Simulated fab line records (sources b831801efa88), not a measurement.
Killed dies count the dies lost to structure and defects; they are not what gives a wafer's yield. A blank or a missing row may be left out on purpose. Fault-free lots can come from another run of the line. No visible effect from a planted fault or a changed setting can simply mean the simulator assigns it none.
What tool caused it? / flow gf180mcu / 13 lots with 39 wafers sampled at 6 steps, on a route of 602 steps

== WHAT THE GAUGES SHOWED, per wafer ==
GF_STI_THK_MEAS_22.
lot=L652; measured=day 2 04:49; on=film_metro-02; STI_OXIDATION_01_THK (nm)=15.02 14.82 14.96
lot=L653; measured=day 2 08:26; on=film_metro-02; STI_OXIDATION_01_THK (nm)=14.52 14.53 14.33
lot=L655; measured=day 2 18:54; on=film_metro-01; STI_OXIDATION_01_THK (nm)=14.89 15.00 15.10
lot=L657; measured=day 3 06:49; on=film_metro-02; STI_OXIDATION_01_THK (nm)=15.28 15.03 15.06
lot=L658; measured=day 3 09:39; on=film_metro-04; STI_OXIDATION_01_THK (nm)=14.92 15.03 14.91
lot=L659; measured=day 3 16:16; on=film_metro-04; STI_OXIDATION_01_THK (nm)=14.93 14.85 14.90
lot=L667; measured=day 5 07:59; on=film_metro-04; STI_OXIDATION_01_THK (nm)=14.72 14.62 14.86
lot=L668; measured=day 5 13:21; on=film_metro-04; STI_OXIDATION_01_THK (nm)=15.06 15.10 15.13
lot=L669; measured=day 5 21:02; on=film_metro-02; STI_OXIDATION_01_THK (nm)=14.75 15.12 14.91
lot=L670; measured=day 6 02:25; on=film_metro-02; STI_OXIDATION_01_THK (nm)=14.62 14.82 14.81
lot=L671; measured=day 6 06:10; on=film_metro-02; STI_OXIDATION_01_THK (nm)=14.85 14.70 14.58
lot=L673; measured=day 7 00:08; on=film_metro-01; STI_OXIDATION_01_THK (nm)=15.24 15.02 15.14
lot=L675; measured=day 7 07:10; on=film_metro-01; STI_OXIDATION_01_THK (nm)=14.80 14.89 14.71

GF_MVPSD_TW_MEAS_11.
lot=L652; measured=day 5 00:46; on=film_metro-03; MVPSD_TW=558 554 556
lot=L653; measured=day 5 07:09; on=film_metro-03; MVPSD_TW=557 559 560
lot=L655; measured=day 5 16:14; on=film_metro-03; MVPSD_TW=558 558 559
lot=L657; measured=day 6 05:55; on=film_metro-01; MVPSD_TW=552 550 549
lot=L658; measured=day 6 11:34; on=film_metro-03; MVPSD_TW=557 560 560
lot=L659; measured=day 6 17:41; on=film_metro-04; MVPSD_TW=546 547 546
lot=L667; measured=day 8 13:29; on=film_metro-03; MVPSD_TW=609 609 610 610 609 608
lot=L668; measured=day 8 20:25; on=film_metro-01; MVPSD_TW=600 602 606 604 602 603
lot=L669; measured=day 9 06:20; on=film_metro-04; MVPSD_TW=550 548 548
lot=L670; measured=day 9 14:08; on=film_metro-04; MVPSD_TW=549 552 552
lot=L671; measured=day 9 19:42; on=film_metro-04; MVPSD_TW=550 546 550
lot=L673; measured=day 10 19:28; on=film_metro-03; MVPSD_TW=560 562 561
lot=L675; measured=day 11 00:55; on=film_metro-03; MVPSD_TW=558 559 559

GF_VT_IMPLANT_RS_MEAS_49: measurement is done with a four-point probe.
lot=L652; measured=day 7 11:26; on=film_metro-03; MVPSD_RS (ohm/sq)=1175.0 1174.6 1175.2
lot=L653; measured=day 7 18:56; on=film_metro-03; MVPSD_RS (ohm/sq)=1170.6 1171.8 1171.5
lot=L655; measured=day 8 03:11; on=film_metro-04; MVPSD_RS (ohm/sq)=1170.0 1168.8 1164.2
lot=L657; measured=day 8 19:22; on=film_metro-03; MVPSD_RS (ohm/sq)=1172.2 1170.7 1174.1
lot=L658; measured=day 9 01:01; on=film_metro-04; MVPSD_RS (ohm/sq)=1168.7 1166.6 1167.7
lot=L659; measured=day 9 09:08; on=film_metro-03; MVPSD_RS (ohm/sq)=1174.0 1170.5 1180.4
lot=L667; measured=day 11 11:41; on=film_metro-04; MVPSD_RS (ohm/sq)=1332.4 1331.5 1329.2 1334.7 1333.2 1329.1
lot=L668; measured=day 11 20:04; on=film_metro-04; MVPSD_RS (ohm/sq)=1331.6 1329.2 1331.0 1332.0 1330.0 1332.3
lot=L669; measured=day 12 06:28; on=film_metro-01; MVPSD_RS (ohm/sq)=1172.4 1172.3 1172.7
lot=L670; measured=day 12 15:29; on=film_metro-04; MVPSD_RS (ohm/sq)=1171.8 1169.6 1170.0
lot=L671; measured=day 12 20:42; on=film_metro-04; MVPSD_RS (ohm/sq)=1169.5 1169.4 1167.9
lot=L673; measured=day 14 00:16; on=film_metro-04; MVPSD_RS (ohm/sq)=1167.1 1164.2 1165.4
lot=L675; measured=day 14 08:04; on=film_metro-03; MVPSD_RS (ohm/sq)=1173.1 1171.0 1171.7

GF_POLY_GATE_THK_MEAS_17.
lot=L652; measured=day 9 05:05; on=film_metro-03; POLY_GATE_OXIDATION_THK (nm)=3.96 3.93 3.88
lot=L653; measured=day 9 16:50; on=film_metro-04; POLY_GATE_OXIDATION_THK (nm)=3.95 4.01 4.06
lot=L655; measured=day 10 00:54; on=film_metro-04; POLY_GATE_OXIDATION_THK (nm)=3.85 3.83 3.88
lot=L657; measured=day 10 14:35; on=film_metro-04; POLY_GATE_OXIDATION_THK (nm)=3.92 4.01 4.02
lot=L658; measured=day 10 23:49; on=film_metro-02; POLY_GATE_OXIDATION_THK (nm)=4.10 4.01 4.07
lot=L659; measured=day 11 04:49; on=film_metro-02; POLY_GATE_OXIDATION_THK (nm)=3.97 4.07 4.14
lot=L669; measured=day 14 06:59; on=film_metro-02; POLY_GATE_OXIDATION_THK (nm)=3.99 4.06 4.00
lot=L670; measured=day 14 16:20; on=film_metro-02; POLY_GATE_OXIDATION_THK (nm)=4.21 4.16 4.11
lot=L671; measured=day 14 20:46; on=film_metro-02; POLY_GATE_OXIDATION_THK (nm)=3.86 3.96 3.88
lot=L673; measured=day 16 04:36; on=film_metro-04; POLY_GATE_OXIDATION_THK (nm)=4.01 3.87 3.96
lot=L675; measured=day 16 09:28; on=film_metro-04; POLY_GATE_OXIDATION_THK (nm)=3.85 3.85 3.86

== WHICH TOOL RAN EACH LOT (tool, then ch and the chambers of the sampled wafers, then the start) ==
lot=L652; GF_MVPSD_IMPLANT_08=implanter-03 ch 0, day 5 00:22; GF_VT_IMPLANT_RTA_45=rtp_anneal-01 ch 0, day 7 10:59
lot=L653; GF_MVPSD_IMPLANT_08=implanter-04 ch 0, day 5 06:46; GF_VT_IMPLANT_RTA_45=rtp_anneal-01 ch 0, day 7 18:28
lot=L655; GF_MVPSD_IMPLANT_08=implanter-02 ch 0, day 5 15:50; GF_VT_IMPLANT_RTA_45=rtp_anneal-02 ch 0, day 8 02:44
lot=L657; GF_MVPSD_IMPLANT_08=implanter-02 ch 0, day 6 05:32; GF_VT_IMPLANT_RTA_45=rtp_anneal-01 ch 0, day 8 18:54
lot=L658; GF_MVPSD_IMPLANT_08=implanter-03 ch 0, day 6 11:10; GF_VT_IMPLANT_RTA_45=rtp_anneal-01 ch 0, day 9 00:33
lot=L659; GF_MVPSD_IMPLANT_08=implanter-03 ch 0, day 6 17:17; GF_VT_IMPLANT_RTA_45=rtp_anneal-02 ch 0, day 9 08:41
lot=L667; GF_MVPSD_IMPLANT_08=implanter-03 ch 0, day 8 13:05; GF_VT_IMPLANT_RTA_45=rtp_anneal-01 ch 0, day 11 11:13
lot=L668; GF_MVPSD_IMPLANT_08=implanter-03 ch 0, day 8 20:01; GF_VT_IMPLANT_RTA_45=rtp_anneal-02 ch 0, day 11 19:36
lot=L669; GF_MVPSD_IMPLANT_08=implanter-02 ch 0, day 9 05:56; GF_VT_IMPLANT_RTA_45=rtp_anneal-02 ch 0, day 12 06:00
lot=L670; GF_MVPSD_IMPLANT_08=implanter-02 ch 0, day 9 13:47; GF_VT_IMPLANT_RTA_45=rtp_anneal-01 ch 0, day 12 15:01
lot=L671; GF_MVPSD_IMPLANT_08=implanter-02 ch 0, day 9 19:19; GF_VT_IMPLANT_RTA_45=rtp_anneal-01 ch 0, day 12 20:14
lot=L673; GF_MVPSD_IMPLANT_08=implanter-04 ch 0, day 10 19:04; GF_VT_IMPLANT_RTA_45=rtp_anneal-02 ch 0, day 13 23:48
lot=L675; GF_MVPSD_IMPLANT_08=implanter-02 ch 0, day 11 00:31; GF_VT_IMPLANT_RTA_45=rtp_anneal-01 ch 0, day 14 07:36
- GF_MVPSD_IMPLANT_08
- GF_VT_IMPLANT_RTA_45: time 30 s.

== AS READ BY THE TOOLS THEMSELVES (means over the sampled wafers that have a number; for cases with no such wafer, the mark the record gives instead) ==
GF_MVPSD_IMPLANT_08.
lot=L652; tool=implanter-03; tilt_deg (degrees)=0.033
lot=L653; tool=implanter-04; tilt_deg (degrees)=-0.005
lot=L655; tool=implanter-02; tilt_deg (degrees)=-0.003
lot=L657; tool=implanter-02; tilt_deg (degrees)=0.006
lot=L658; tool=implanter-03; tilt_deg (degrees)=0.017
lot=L659; tool=implanter-03; tilt_deg (degrees)=0.021
lot=L667; tool=implanter-03; tilt_deg (degrees)=3.669
lot=L668; tool=implanter-03; tilt_deg (degrees)=3.655
lot=L669; tool=implanter-02; tilt_deg (degrees)=0.014
lot=L670; tool=implanter-02; tilt_deg (degrees)=-0.033
lot=L671; tool=implanter-02; tilt_deg (degrees)=-0.033
lot=L673; tool=implanter-04; tilt_deg (degrees)=-0.017
lot=L675; tool=implanter-02; tilt_deg (degrees)=0.011

GF_VT_IMPLANT_RTA_45.
lot=L652; tool=rtp_anneal-01; lamp_power_pct (%)=36.1; wafer_temp_C_max=1055.4
lot=L653; tool=rtp_anneal-01; lamp_power_pct (%)=36.1; wafer_temp_C_max=1056.1
lot=L655; tool=rtp_anneal-02; lamp_power_pct (%)=33.5; wafer_temp_C_max=1057.5
lot=L657; tool=rtp_anneal-01; lamp_power_pct (%)=36.1; wafer_temp_C_max=1054.9
lot=L658; tool=rtp_anneal-01; lamp_power_pct (%)=36.1; wafer_temp_C_max=1056.3
lot=L659; tool=rtp_anneal-02; lamp_power_pct (%)=33.6; wafer_temp_C_max=1057.2
lot=L667; tool=rtp_anneal-01; lamp_power_pct (%)=36.0; wafer_temp_C_max=1054.7
lot=L668; tool=rtp_anneal-02; lamp_power_pct (%)=33.6; wafer_temp_C_max=1059.6
lot=L669; tool=rtp_anneal-02; lamp_power_pct (%)=33.6; wafer_temp_C_max=1058.2
lot=L670; tool=rtp_anneal-01; lamp_power_pct (%)=36.0; wafer_temp_C_max=1055.3
lot=L671; tool=rtp_anneal-01; lamp_power_pct (%)=36.1; wafer_temp_C_max=1055.1
lot=L673; tool=rtp_anneal-02; lamp_power_pct (%)=33.6; wafer_temp_C_max=1057.4
lot=L675; tool=rtp_anneal-01; lamp_power_pct (%)=36.1; wafer_temp_C_max=1054.7

== THE ANSWER, worked out from the rows above alone ==
Rule: usual is defined by the lots themselves. Put in order of their means at a reading, lots are off if they are a third of the lots or fewer, leave a main group of 4 or more, and stand apart from it by a gap of 3 or more times the standard deviation of the main group's means; of several such gaps the widest counts. A main group whose means are all the same, to the digits that the tables above print for the reading, isn't used. Also off: a lot with no number at a reading for which 4 or more lots have one. Where the step has rows for the other lots, those lots are counted as sound. The gauges are gone through in route order, then the tools' own readings, and for those a lot's mean is taken as printed above. At the first step where some lot is off, the reading lying furthest off is the one used; lots without a number count as furthest.
Off: L667, L668, seen at GF_MVPSD_TW_MEAS_11 (MVPSD_TW). For the main group the mean is 554 and the standard deviation 5.
If a tool, at a process step before that reading, ran all the lots that are off and no sound lot after the first of them, it fits. Not tried: the gauges at GF_MVPSD_TW_MEAS_11; whatever is off there is also off at GF_VT_IMPLANT_RS_MEAS_49, on other tools, and gauge error can't account for it. One fits: GF_MVPSD_IMPLANT_08 on implanter-03. A fault onset in the window from L659 (day 6 17:17, its last sound lot) to L667 (day 8 13:05, its first lot off) fits.
The tool's own readings at GF_MVPSD_IMPLANT_08 bear it out: on the lots that are off they differ by more than 5 times the standard deviation of the sound lots' means. tilt_deg reads 3.662 degrees there against 0.001 degrees on the sound lots.

== WHAT HAD BEEN PUT IN BY THE SIMULATOR ==
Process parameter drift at GF_MVPSD_IMPLANT_08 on implanter-03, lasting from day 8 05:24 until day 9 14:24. The setting tilt_deg was moved by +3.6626, starting from 0. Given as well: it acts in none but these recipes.
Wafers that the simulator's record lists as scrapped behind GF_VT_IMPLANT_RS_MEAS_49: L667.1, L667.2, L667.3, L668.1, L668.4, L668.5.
Lots struck among those shown: L667, L668. Same finding as the rule above.
